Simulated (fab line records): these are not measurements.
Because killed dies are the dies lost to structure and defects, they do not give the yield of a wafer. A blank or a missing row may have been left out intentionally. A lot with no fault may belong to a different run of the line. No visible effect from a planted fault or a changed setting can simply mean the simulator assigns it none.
Which tool is to blame? | flow sky130 | 13 lots, 39 wafers sampled, at 5 steps of a route of 708

== WHAT THE GAUGES SHOWED, per wafer ==
SKY_VT_ADJUST_HVTR_TW_MEAS_11. Usual: for VT_ADJUST_HVTR_TW the level is 210.3 and the standard deviation is 2.5.
lot  | measured     | on            | VT_ADJUST_HVTR_TW                   | flag
L620 | day 9 04:01  | film-metro-03 | 206.3 206.2 207.4                   |
L622 | day 9 16:14  | film-metro-04 | 212.2 212.4 211.9                   |
L624 | day 10 14:25 | film-metro-04 | 213.7 211.3 211.8                   |
L626 | day 11 02:52 | film-metro-04 | 229.9 230.2 231.2 230.0 229.5 231.1 | OFF
L627 | day 11 06:43 | film-metro-02 | 213.8 212.8 214.7                   |
L628 | day 11 13:05 | film-metro-04 | 230.4 229.9 229.7 229.9 229.6 230.0 | OFF
L632 | day 12 23:19 | film-metro-04 | 212.5 212.4 212.1                   |
L634 | day 13 11:17 | film-metro-03 | 207.0 206.8 207.7                   |
L637 | day 15 00:01 | film-metro-03 | 206.2 206.4 206.0                   |
L638 | day 15 16:13 | film-metro-02 | 211.6 211.7 212.0                   |
L639 | day 15 17:13 | film-metro-02 | 211.7 212.3 212.3                   |
L641 | day 16 06:07 | film-metro-02 | 212.8 212.7 213.0                   |
L640 | day 16 06:24 | film-metro-03 | 206.1 207.0 206.4                   |

SKY_GATE_OXIDE_OVL_MEAS_10. Usual: for GATE_OXIDE_OVL the level is -0.3 nm and the standard deviation is 1.1.
lot  | measured     | on         | GATE_OXIDE_OVL (nm) | flag
L620 | day 13 11:31 | overlay-02 | -1.0 0.3 0.3        |
L622 | day 13 21:47 | overlay-02 | 0.4 0.5 -0.3        |
L624 | day 14 23:54 | overlay-02 | -0.2 -0.7 0.0       |
L626 | day 15 15:09 | overlay-01 | -2.1 -0.7 -1.3      |
L627 | day 15 23:40 | overlay-01 | 0.4 -0.7 -0.9       |
L628 | day 16 03:01 | overlay-02 | -0.8 -0.7 1.0       |
L632 | day 17 18:21 | overlay-02 | 2.0 0.1 -0.3        |
L634 | day 18 10:37 | overlay-01 | -1.0 1.1 0.8        |
L637 | day 20 06:46 | overlay-02 | 2.3 0.9 1.3         |
L638 | day 20 21:25 | overlay-02 | -0.4 0.0 -1.3       |
L639 | day 21 01:23 | overlay-02 | -0.3 -2.4 -0.2      |
L641 | day 21 12:10 | overlay-02 | -1.2 0.1 -0.1       |
L640 | day 21 17:10 | overlay-02 | 0.6 0.5 1.3         |

SKY_LDD_HVP_OVL_MEAS_07. Usual: for LDD_HVP_OVL the level is -0.3 nm and the standard deviation is 1.3.
lot  | measured     | on         | LDD_HVP_OVL (nm) | flag
L620 | day 21 02:00 | overlay-01 | -2.8 1.6 -3.7    |
L622 | day 21 11:34 | overlay-01 | 0.3 -0.2 0.3     |
L624 | day 22 20:04 | overlay-02 | 1.2 0.0 0.8      |
L626 | day 23 12:36 | overlay-01 | -0.4 1.5 1.0     |
L627 | day 24 02:40 | overlay-01 | -0.3 0.8 1.3     |
L628 | day 24 02:58 | overlay-02 | 1.1 -0.9 0.3     |
L632 | day 25 16:02 | overlay-02 | -0.9 -0.5 -0.2   |
L634 | day 26 08:34 | overlay-01 | -0.1 -1.9 0.3    |
L637 | day 28 03:24 | overlay-02 | 0.2 -0.2 1.1     |
L638 | day 28 15:20 | overlay-01 | -1.1 1.0 0.8     |
L639 | day 28 18:38 | overlay-01 | 2.1 1.1 -0.5     |
L641 | day 29 09:09 | overlay-01 | 2.0 1.0 -0.7     |
L640 | day 29 09:34 | overlay-02 | -3.4 0.6 -0.4    |

SKY_POLY_CUT_OVL_MEAS_09. Usual: for POLY_CUT_OVL the level is -4 nm and the standard deviation is 6.
lot  | measured     | on         | POLY_CUT_OVL (nm) | flag
L620 | day 23 16:32 | overlay-01 | -13 -10 -5        |
L622 | day 24 03:38 | overlay-01 | 2 -4 -12          |
L624 | day 25 09:59 | overlay-02 | -4 -3 1           |
L626 | day 26 00:40 | overlay-01 | -2 -4 8           |
L627 | day 26 15:14 | overlay-02 | -8 -5 -10         |
L628 | day 26 16:58 | overlay-01 | -3 -12 -7         |
L632 | day 28 05:11 | overlay-01 | -6 0 4            |
L634 | day 28 20:20 | overlay-02 | 4 -4 -8           |
L637 | day 30 14:47 | overlay-01 | 7 -4 2            |
L638 | day 31 01:09 | overlay-01 | -10 -15 -10       |
L639 | day 31 07:30 | overlay-01 | -4 -9 -3          |
L641 | day 31 20:19 | overlay-01 | -11 -12 0         |
L640 | day 31 20:59 | overlay-01 | 5 -3 2            |

== WHICH TOOL RAN EACH LOT (tool, then ch and the chambers of the sampled wafers, then the start) ==
lot  | SKY_VT_ADJUST_HVTR_IMPLANT_09
L620 | implanter-02 ch 0, day 9 03:46
L622 | implanter-02 ch 0, day 9 16:01
L624 | implanter-01 ch 0, day 10 14:10
L626 | implanter-02 ch 0, day 11 02:37
L627 | implanter-01 ch 0, day 11 06:28
L628 | implanter-02 ch 0, day 11 12:51
L632 | implanter-03 ch 0, day 12 23:04
L634 | implanter-01 ch 0, day 13 11:03
L637 | implanter-02 ch 0, day 14 23:47
L638 | implanter-03 ch 0, day 15 16:00
L639 | implanter-03 ch 0, day 15 17:00
L641 | implanter-03 ch 0, day 16 05:53
L640 | implanter-01 ch 0, day 16 06:09
- SKY_VT_ADJUST_HVTR_IMPLANT_09

== WHAT THE TOOLS THEMSELVES READ (means of the sampled wafers that have a number; where no wafer has one, the mark that the record gives instead) ==
SKY_VT_ADJUST_HVTR_IMPLANT_09. Usual: beam-on-s 10.01 s, standard deviation 0.19; dose-ions-cm2 2.0999e+12, standard deviation 2.2e+09; faraday-current-uA 11.83, standard deviation 0.22.
lot  | tool         | beam-on-s (s) | dose-ions-cm2 | faraday-current-uA | flag
L620 | implanter-02 | 10.16         | 2.0961e+12    | 11.63              |
L622 | implanter-02 | 10.04         | 2.0995e+12    | 11.79              |
L624 | implanter-01 | 9.92          | 2.1012e+12    | 11.92              |
L626 | implanter-02 | 9.89          | 2.8029e+12    | 15.94              | OFF
L627 | implanter-01 | 9.78          | 2.1007e+12    | 12.12              |
L628 | implanter-02 | 10.03         | 2.8000e+12    | 15.75              | OFF
L632 | implanter-03 | 10.14         | 2.1000e+12    | 11.65              |
L634 | implanter-01 | 9.89          | 2.1002e+12    | 11.91              |
L637 | implanter-02 | 10.05         | 2.1012e+12    | 11.77              |
L638 | implanter-03 | 9.87          | 2.1010e+12    | 12.00              |
L639 | implanter-03 | 10.22         | 2.1011e+12    | 11.56              |
L641 | implanter-03 | 9.87          | 2.1005e+12    | 11.99              |
L640 | implanter-01 | 9.95          | 2.0977e+12    | 11.89              |

== THE ANSWER, worked out from the rows above alone ==
Rule: lot off if the mean of its wafers having a number is beyond 3 standard deviations from the usual mean. A lot without any number at a reading at which 4 lots or more have one is off too. All remaining lots with rows at the step are treated as sound. After the gauges, taken in route order, come the tools' own readings; for these a lot's mean is taken, as printed above. The first step at which some lot is off is used, and at that step the reading that is off furthest; a lot without a number counts as furthest.
Off: at SKY_VT_ADJUST_HVTR_TW_MEAS_11 (VT_ADJUST_HVTR_TW), L626, L628.
If a tool, at a process step before that reading, ran all the lots that are off and no sound lot after the first of them, it fits. Not tried: the gauges at SKY_VT_ADJUST_HVTR_TW_MEAS_11; whatever is off there is also off at SKY_VT_ADJUST_HVTR_IMPLANT_09, on other tools, and gauge error can't account for it. None of those tried fits.

== WHAT THE SIMULATOR HAD PUT IN ==
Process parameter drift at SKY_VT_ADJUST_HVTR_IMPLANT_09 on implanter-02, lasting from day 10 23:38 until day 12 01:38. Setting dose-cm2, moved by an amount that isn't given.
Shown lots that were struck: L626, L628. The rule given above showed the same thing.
